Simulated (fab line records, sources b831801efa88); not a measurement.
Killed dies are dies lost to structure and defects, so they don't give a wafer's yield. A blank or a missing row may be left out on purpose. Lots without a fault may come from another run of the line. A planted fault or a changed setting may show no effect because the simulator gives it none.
fab line records | flow sky130
record lots=6 wafers=18 last_day=49
route steps=708 shown SONOS_ONO@186 GATE_OXIDE@187 PAD_OPEN@708
lots that met no fault: from a run of the same line without faults
start_h: hours from the record's first day to the start of the lot's first wafer shown | wait_h: hours since the lot's step before | " the same as in the row above | L1.1+2: a row that stands for several wafers | - no value, or no start given | * or withheld: withheld | < > ~ a bound
route shown NAME@n: a module of which the file shows steps, and the number in the route of the first | usual: mean/standard deviation of fault-free wafers | same: alike in all rows | chamber/n: place in a boat | sites: the reading at each site | _std_site: their standard deviation | _edge_site: outer sites' mean less inner sites' | radius_mm: how far each site lies from the wafer's centre | mask NAME#n: copy n | behind: the tool/chamber that last shaped the wafer | hold: why the lot was held/for how many hours/how that ended | device: the transistor (n, p or np) that didn't switch | end of line: the same wafers' tests at the end of the route | a step without rows: its recipe alone | killed: dies lost to structure and defects at the first sort, not the wafer's yield | map: a wafer's dies, x killed, . not, _ none there
set.NAME: the setting as run; set.NAME@STEP: as run at that earlier step | model.NAME: the simulator's own value behind a step, which no gauge read
lots at some steps of the route; a table a step, a row a wafer
services: from which hour (start_h, from the record's first day; less than 0 if before it) a tool's chamber was out of use, for how many hours, and why
## steps
# step SKY_SONOS_ONO_WET_ETCH_18
# recipe chemistry=H3PO4 target_depth_nm=15 target=Si3N4 temp_c=160 time_s=172
# step SKY_GATE_OXIDE_CLEAN_00
# recipe chemistry=SC1/SC2 mix=1:4:20 temp_c=70 time_s=150 dry=n2_spin
# step SKY_GATE_OXIDE_OXIDATION_01
# recipe temp_c=900 ambient=O2 stabilise_s=600 purge_s=300 target_thk_a=102.68 ox_time_s=1473
# step SKY_GATE_OXIDE_THK_MEAS_02
# recipe reads=SiO2_of_GATE_OXIDE_OXIDATION_01
# usual GATE_OXIDE_OXIDATION_00_THK=10.40/0.17
# columns lot.wafer tool chamber start_h wait_h GATE_OXIDE_OXIDATION_00_THK[nm]
L984.2 film_metro-01 - 285.39 0.0 10.15
L984.5 " - " " 10.21
L984.6 " - " " 10.21
L990.1 film_metro-01 - 330.05 0.0 10.34
L990.2 " - " " 10.22
L990.5 " - " " 10.18
L998.1 film_metro-01 - 399.37 0.0 10.21
L998.4 " - " " 10.41
L998.5 " - " " 10.35
L100.3 film_metro-04 - 414.01 0.0 10.23
L100.4 " - " " 10.32
L100.5 " - " " 10.21
L104.1 film_metro-03 - 442.49 0.0 10.69
L104.4 " - " " 10.64
L104.5 " - " " 10.56
L105.1 film_metro-03 - 454.52 0.0 10.51
L105.2 " - " " 10.38
L105.3 " - " " 10.49
# step SKY_GATE_OXIDE_DEHYDRATE_03
# recipe temp_c=200 time_s=60
# step SKY_GATE_OXIDE_HMDS_04
# recipe prime_time_s=60 prime_temp_c=120
# step SKY_GATE_OXIDE_COAT_05
# recipe resist=NOVOLAK spin_rpm=3000 resist_thk_nm=1140
# step SKY_GATE_OXIDE_SOFTBAKE_06
# recipe temp_c=90 time_s=60 resist=NOVOLAK
# step SKY_GATE_OXIDE_EXPOSE_07
# recipe mask_id=LVOM na=0.6 source_shape=conventional sigma_outer=0.6 polarization=unpolarized target_cd_nm=600 dose_mj=170
# step SKY_GATE_OXIDE_PEB_08
# recipe temp_c=withheld time_s=* resist=NOVOLAK
# step SKY_GATE_OXIDE_DEVELOP_09
# recipe resist=NOVOLAK developer=TMAH develop_time_s=60 dev_temp_c=23
# step SKY_GATE_OXIDE_OVL_MEAS_10
# usual GATE_OXIDE_OVL=-1.5/1.3
# columns lot.wafer tool chamber start_h wait_h GATE_OXIDE_OVL[nm]
L984.2 overlay-01 - 310.82 0.1 -2.6
L984.5 " - " " -2.3
L984.6 " - " " -3.7
L990.1 overlay-01 - 355.86 0.1 -1.8
L990.2 " - " " -1.8
L990.5 " - " " 0.4
L998.1 overlay-01 - 429.23 0.1 -3.1
L998.4 " - " " -0.8
L998.5 " - " " -2.3
L100.3 overlay-01 - 445.24 0.1 -3.5
L100.4 " - " " -3.5
L100.5 " - " " -2.0
L104.1 overlay-01 - 473.70 0.1 -0.4
L104.4 " - " " -1.0
L104.5 " - " " -2.4
L105.1 overlay-02 - 484.91 0.1 -2.1
L105.2 " - " " 0.6
L105.3 " - " " -1.0
# step SKY_GATE_OXIDE_IMPLANT_11
# recipe species=B energy_kev=10 dose_cm2=2.6e+12 tilt_deg=withheld
# usual beam_energy_keV=10.001/0.0035
# columns lot.wafer tool chamber start_h wait_h beam_energy_keV model.implant.rp_nm model.implant.drp_nm
L984.2 implanter-04 0 310.87 0.0 9.998 32.55 17.11
L984.5 " 0 " " 9.998 32.55 17.11
L984.6 " 0 " " 10.003 32.55 17.11
L990.1 implanter-02 0 355.90 0.0 10.003 34.28 17.11
L990.2 " 0 " " 10.000 34.28 17.11
L990.5 " 0 " " 10.004 34.28 17.11
L998.1 implanter-04 0 429.26 0.0 8.682 30.07 15.51
L998.4 " 0 " " 8.690 30.07 15.51
L998.5 " 0 " " 8.686 30.07 15.51
L100.3 implanter-04 0 445.31 0.1 8.685 29.6 15.51
L100.4 " 0 " " 8.685 29.6 15.51
L100.5 " 0 " " 8.687 29.6 15.51
L104.1 implanter-01 0 473.74 0.0 9.996 33.96 17.11
L104.4 " 0 " " 10.003 33.96 17.11
L104.5 " 0 " " 10.001 33.96 17.11
L105.1 implanter-02 0 484.95 0.0 10.009 33.1 17.11
L105.2 " 0 " " 10.006 33.1 17.11
L105.3 " 0 " " 10.011 33.1 17.11
# step SKY_GATE_OXIDE_WET_ETCH_12
# recipe chemistry=dHF target_depth_nm=16.8 dry=n2_spin target=SiO2 dilution=100:1 temp_c=25 time_s=336
# step SKY_GATE_OXIDE_STRIP_13
# recipe chemistry=O2/N2 power_w=1400 pressure_mtorr=1500 platen_temp_c=withheld o2_flow_sccm=3000 n2_flow_sccm=300 overash_fraction=0.5
# usual drypump_motor_current_A=5.7/0.65 oes_product_au=0.716/0.0044 strip_time_to_endpoint_s=14.18/0.044
# columns lot.wafer tool chamber start_h wait_h drypump_motor_current_A oes_product_au rf_hours_counter_h strip_time_to_endpoint_s
L984.2 plasma_asher-01 1 311.10 0.0 5.0 0.710 20 14.20
L984.5 " 1 " " 5.1 0.721 - 14.21
L984.6 " 0 " " 6.5 0.721 - 14.17
L990.1 plasma_asher-03 0 356.16 0.0 5.4 0.713 68 14.07
L990.2 " 1 " " 5.8 0.713 68 14.06
L990.5 " 1 " " 5.8 0.721 - 14.14
L998.1 plasma_asher-02 0 429.51 0.0 6.1 0.709 78 14.16
L998.4 " 0 " " 6.1 0.714 - 14.15
L998.5 " 1 " " 4.8 0.711 - 14.13
L100.3 plasma_asher-01 0 445.55 0.0 6.6 0.707 - 14.16
L100.4 " 1 " " 5.0 0.714 - 14.15
L100.5 " 0 " " 6.5 0.710 - 14.15
L104.1 plasma_asher-02 0 473.99 0.0 6.1 0.720 82 14.23
L104.4 " 1 " " 4.8 0.713 - 14.16
L104.5 " 0 " " 6.1 0.726 - 14.16
L105.1 plasma_asher-03 1 485.20 0.0 5.8 0.711 6 14.20
L105.2 " 0 " " 5.5 0.720 6 14.16
L105.3 " 0 " " 5.5 0.713 - 14.22
# step SKY_GATE_OXIDE_TW_MEAS_14
# usual GATE_OXIDE_TW=224.0/2.4
# columns lot.wafer tool chamber start_h wait_h hold GATE_OXIDE_TW
L984.2 film_metro-01 - 311.21 0.1 - 227.0
L984.5 " - " " - 226.9
L984.6 " - " " - 228.6
L990.1 film_metro-01 - 356.26 0.1 - 227.4
L990.2 " - " " - 228.3
L990.5 " - " " - 227.0
L998.1 film_metro-03 - 429.61 0.1 await_dispo/0.2h/release 214.3
L998.4 " - " " await_dispo/0.2h/release 215.1
L998.5 " - " " await_dispo/0.2h/release 214.6
L998.1 film_metro-03 - 429.84 0.2 - 213.4
L998.4 " - " " - 214.9
L998.5 " - " " - 214.4
L100.3 film_metro-03 - 445.63 0.1 await_dispo/0.2h/release 214.0
L100.4 " - " " await_dispo/0.2h/release 215.5
L100.5 " - " " await_dispo/0.2h/release 214.9
L100.3 film_metro-03 - 445.86 0.2 - 216.4
L100.4 " - " " - 215.7
L100.5 " - " " - 215.7
L104.1 film_metro-03 - 474.09 0.1 - 223.3
L104.4 " - " " - 223.0
L104.5 " - " " - 223.7
L105.1 film_metro-01 - 485.30 0.1 - 219.6
L105.2 " - " " - 219.6
L105.3 " - " " - 220.8
# step SKY_PAD_OPEN_PROBE_99
# usual killed_at_M0_to_M3=43/6.6 killed_at_M4_up=3.0/1.7 killed_at_contacts=24/5.4 killed_at_front_end=16/4.6 killed_at_other=0.3/0.53 killed_dies=87/9.7 killed_open=47/7.3 killed_short=39/6.5
# same gross_dies=492 killed_at_back_side=0
# columns lot.wafer tool chamber start_h wait_h killed_at_M0_to_M3 killed_at_M4_up killed_at_contacts killed_at_front_end killed_at_other killed_dies killed_open killed_short model.etest.pfet_01v8_lvt.off_log10_a_um model.etest.pfet_01v8_lvt.vt_sat_v model.etest.pfet_01v8_lvt.vt_v model.etest.pfet_01v8_lvt.vt_long_v model.etest.nfet_01v8_lvt.vt_long_v model.etest.nfet_01v8.vt_long_v model.etest.pfet_01v8_lvt.body_rise_v model.etest.pfet_01v8.body_rise_v
L984.2 prober-01 - 1076.26 0.1 42 2 21 11 0 76 47 29 -8.668 -0.4072 -0.5007 -0.624 0.4481 0.5512 -0.2069 -0.1931
L984.5 prober-01 - 1076.41 0.2 49 2 28 14 1 94 59 35 -8.533 -0.4126 -0.5036 -0.6235 0.4454 0.5433 -0.2059 -0.1878
L984.6 prober-01 - 1076.46 0.2 33 0 22 14 2 71 39 32 -8.549 -0.4065 -0.5005 -0.623 0.448 0.5502 -0.2069 -0.1915
L990.1 prober-01 - 1111.43 0.1 52 1 28 14 2 97 44 53 -8.715 -0.4287 -0.5245 -0.6463 0.436 0.5385 -0.205 -0.1857
L990.2 prober-01 - 1111.48 0.1 35 7 18 15 0 75 40 35 -8.599 -0.4269 -0.5217 -0.6437 0.441 0.5437 -0.2058 -0.1859
L990.5 prober-01 - 1111.63 0.2 52 3 24 21 1 101 59 40 -8.602 -0.4384 -0.5339 -0.6515 0.4323 0.5328 -0.2022 -0.1831
L998.1 prober-02 - 1157.80 0.1 36 4 17 13 0 70 43 26 -9.116 -0.4521 -0.5408 -0.659 0.4467 0.5508 -0.1995 -0.1921
L998.4 prober-02 - 1157.95 0.2 44 3 30 12 0 89 41 47 -8.953 -0.4392 -0.5358 -0.6566 0.4504 0.5496 -0.1987 -0.1928
L998.5 prober-02 - 1158.00 0.2 51 3 29 8 0 91 55 36 -9.125 -0.4471 -0.5336 -0.6549 0.4462 0.5494 -0.1982 -0.1889
L100.3 prober-02 - 1166.75 0.2 33 3 24 14 0 74 48 26 -9.626 -0.4847 -0.5648 -0.6763 0.4497 0.5513 -0.2015 -0.1905
L100.4 prober-02 - 1166.80 0.2 33 7 21 8 0 69 42 27 -9.642 -0.4793 -0.5657 -0.6802 0.4538 0.5535 -0.1996 -0.1929
L100.5 prober-02 - 1166.85 0.2 52 5 13 14 0 84 41 43 -9.471 -0.4868 -0.565 -0.6777 0.4511 0.5506 -0.198 -0.1897
L104.1 prober-02 - 1183.56 0.1 44 3 19 15 0 81 46 35 -8.624 -0.4338 -0.5311 -0.6528 0.4382 0.5406 -0.2013 -0.1842
L104.4 prober-02 - 1183.71 0.2 52 3 26 20 0 101 58 40 -8.668 -0.4357 -0.5324 -0.6538 0.4353 0.539 -0.2003 -0.1847
L104.5 prober-02 - 1183.76 0.2 43 2 11 24 0 80 50 30 -8.768 -0.4272 -0.5263 -0.6477 0.4392 0.5393 -0.2014 -0.1875
L105.1 prober-01 - 1186.31 0.1 40 2 26 16 0 84 47 37 -9.522 -0.4828 -0.5651 -0.6799 0.4363 0.535 -0.1961 -0.1846
L105.2 prober-01 - 1186.36 0.1 49 1 15 18 2 85 37 48 -9.288 -0.4744 -0.5634 -0.6779 0.4342 0.5356 -0.1991 -0.1857
L105.3 prober-01 - 1186.41 0.2 48 3 24 12 0 87 53 34 -9.107 -0.469 -0.5539 -0.6721 0.4366 0.5368 -0.1998 -0.1853
# killed by level:class
L984.2 LI_CONTACT:geometric_particle:open=8 VIA2:geometric_particle:open=8 VIA1:geometric_particle:open=6 CONTACT:geometric_particle:open=6 VIA3:geometric_particle:open=5 POLY_GATE:geometric_particle:open=4 VIA1:geometric_particle:short=4 METAL3:geometric_particle:short=4
L984.5 VIA1:geometric_particle:open=17 LI_CONTACT:geometric_particle:open=8 CONTACT:geometric_particle:open=8 VIA2:geometric_particle:open=7 VIA3:geometric_particle:open=5 VIA1:geometric_particle:short=5 LI_CONTACT:geometric_particle:short=4 POLY_GATE:geometric_particle:short=3
L984.6 VIA3:geometric_particle:open=8 CONTACT:geometric_particle:open=7 VIA1:geometric_particle:open=6 FIELD_ISO:geometric_particle:open=5 LI_CONTACT:geometric_particle:open=5 LOCAL_INTERCONNECT:geometric_particle:short=5 POLY_GATE:geometric_particle:open=4 METAL3:geometric_particle:short=4
L990.1 METAL1:geometric_particle:short=12 VIA3:geometric_particle:open=10 LI_CONTACT:geometric_particle:open=7 LOCAL_INTERCONNECT:geometric_particle:short=7 CONTACT:geometric_particle:open=6 VIA1:geometric_particle:short=6 VIA1:geometric_particle:open=6 VIA2:geometric_particle:open=6
L990.2 VIA1:geometric_particle:open=9 POLY_GATE:geometric_particle:open=6 LI_CONTACT:geometric_particle:open=6 VIA2:geometric_particle:open=6 CONTACT:geometric_particle:open=5 VIA2:geometric_particle:short=5 CONTACT:geometric_particle:short=4 METAL1:geometric_particle:short=4
L990.5 VIA3:geometric_particle:open=12 VIA1:geometric_particle:open=12 CONTACT:geometric_particle:open=11 LI_CONTACT:geometric_particle:open=8 METAL2:geometric_particle:short=7 VIA2:geometric_particle:open=6 POLY_GATE:geometric_particle:short=5 FIELD_ISO:geometric_particle:short=4
L998.1 VIA1:geometric_particle:open=11 CONTACT:geometric_particle:open=7 LI_CONTACT:geometric_particle:open=5 VIA2:geometric_particle:open=5 VIA3:geometric_particle:open=5 METAL2:geometric_particle:short=4 LOCAL_INTERCONNECT:geometric_particle:short=3 METAL1:geometric_particle:short=3
L998.4 CONTACT:geometric_particle:open=11 METAL2:geometric_particle:short=9 VIA1:geometric_particle:open=9 CONTACT:geometric_particle:short=8 VIA2:geometric_particle:short=7 VIA3:geometric_particle:open=5 LI_CONTACT:geometric_particle:open=4 LOCAL_INTERCONNECT:geometric_particle:short=4
L998.5 CONTACT:geometric_particle:open=15 VIA1:geometric_particle:open=10 VIA3:geometric_particle:open=8 VIA1:geometric_particle:short=7 LI_CONTACT:geometric_particle:open=6 METAL1:geometric_particle:short=6 VIA2:geometric_particle:open=6 CONTACT:geometric_particle:short=5
L100.3 CONTACT:geometric_particle:open=13 VIA1:geometric_particle:open=10 METAL2:geometric_particle:short=6 VIA2:geometric_particle:open=6 POLY_GATE:geometric_particle:open=5 CONTACT:geometric_particle:short=5 VIA3:geometric_particle:open=4 FIELD_ISO:geometric_particle:open=3
L100.4 VIA1:geometric_particle:open=9 LI_CONTACT:geometric_particle:open=8 CONTACT:geometric_particle:open=7 VIA3:geometric_particle:open=6 METAL4:geometric_particle:short=6 FIELD_ISO:geometric_particle:short=4 VIA2:geometric_particle:open=4 LOCAL_INTERCONNECT:geometric_particle:short=3
L100.5 VIA1:geometric_particle:open=10 VIA1:geometric_particle:short=7 VIA2:geometric_particle:open=6 VIA3:geometric_particle:short=6 FIELD_ISO:geometric_particle:short=5 LOCAL_INTERCONNECT:geometric_particle:short=4 METAL1:geometric_particle:short=4 METAL3:geometric_particle:open=4
L104.1 VIA1:geometric_particle:open=8 LI_CONTACT:geometric_particle:open=7 VIA2:geometric_particle:open=7 POLY_GATE:geometric_particle:open=5 METAL2:geometric_particle:open=5 METAL2:geometric_particle:short=5 VIA3:geometric_particle:open=5 VIA2:geometric_particle:short=5
L104.4 CONTACT:geometric_particle:open=14 VIA1:geometric_particle:open=14 METAL2:geometric_particle:short=9 METAL1:geometric_particle:short=8 POLY_GATE:geometric_particle:open=6 VIA3:geometric_particle:open=6 FIELD_ISO:geometric_particle:open=4 LI_CONTACT:geometric_particle:open=4
L104.5 VIA1:geometric_particle:open=16 POLY_GATE:geometric_particle:open=8 VIA3:geometric_particle:open=8 POLY_GATE:geometric_particle:short=7 CONTACT:geometric_particle:open=6 VIA3:geometric_particle:short=4 VIA2:geometric_particle:open=4 FIELD_ISO:geometric_particle:short=3
L105.1 CONTACT:geometric_particle:open=15 VIA1:geometric_particle:open=8 VIA2:geometric_particle:open=7 METAL2:geometric_particle:short=6 FIELD_ISO:geometric_particle:short=5 CONTACT:geometric_particle:short=5 METAL1:geometric_particle:short=5 METAL3:geometric_particle:short=4
L105.2 METAL2:geometric_particle:short=11 METAL1:geometric_particle:short=9 VIA1:geometric_particle:open=8 CONTACT:geometric_particle:open=6 VIA2:geometric_particle:open=6 FIELD_ISO:geometric_particle:short=5 VIA3:geometric_particle:open=4 LOCAL_INTERCONNECT:geometric_particle:short=4
L105.3 VIA1:geometric_particle:open=14 VIA2:geometric_particle:open=10 LI_CONTACT:geometric_particle:open=8 LOCAL_INTERCONNECT:geometric_particle:short=5 METAL1:geometric_particle:short=5 CONTACT:geometric_particle:open=4 METAL2:geometric_particle:short=4 VIA3:geometric_particle:open=4
## services
# columns tool chamber start_h hours kind
implanter-04 - 339.56 2.2 pm
plasma_asher-03 - 348.37 2.2 repair
implanter-02 - 348.91 3.5 repair
plasma_asher-02 - 363.64 3.6 repair
implanter-01 - 416.68 4.3 repair
plasma_asher-03 - 421.25 9.0 pm
plasma_asher-03 0 421.25 9.0 vent_cycle
plasma_asher-03 1 421.25 9.0 vent_cycle
plasma_asher-03 0 430.25 - clean
plasma_asher-03 1 430.25 - clean
plasma_asher-02 - 431.49 0.4 repair
implanter-01 - 439.67 3.6 repair
plasma_asher-02 - 449.20 8.6 repair
implanter-02 - 472.30 3.2 repair
## key
first_sign step=SKY_GATE_OXIDE_IMPLANT_11 reading=beam_energy_keV direction=down sigmas=99+ usual=* struck=*
effect step=SKY_GATE_OXIDE_TW_MEAS_14 reading=visit direction=added
model_effect step=SKY_GATE_OXIDE_IMPLANT_11 value=implant.rp_nm without=33.48 struck=29.84
model_effect step=SKY_PAD_OPEN_PROBE_99 value=etest.pfet_01v8_lvt.off_log10_a_um without=-8.637 struck=-9.322
met_at SKY_GATE_OXIDE_IMPLANT_11
struck_wafers L998.1,L998.4,L998.5,L100.3,L100.4,L100.5
tester_left_out L998,L100
onset_between 310.87 429.26
fault kind=process_parameter_drift tool=implanter-04 chamber=- onset_h=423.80 steps=SKY_GATE_OXIDE_IMPLANT_11 channel=energy_kev offset=* shape=step end_h=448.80 acts_in=* stated=*
# tester_left_out: of these lots the tester's yield and bins aren't shown, on N5 and GAA mostly nor the transistor test; their killed dies are dies lost to structure and defects alone, not to doping, threshold or leakage, so they don't give the yield
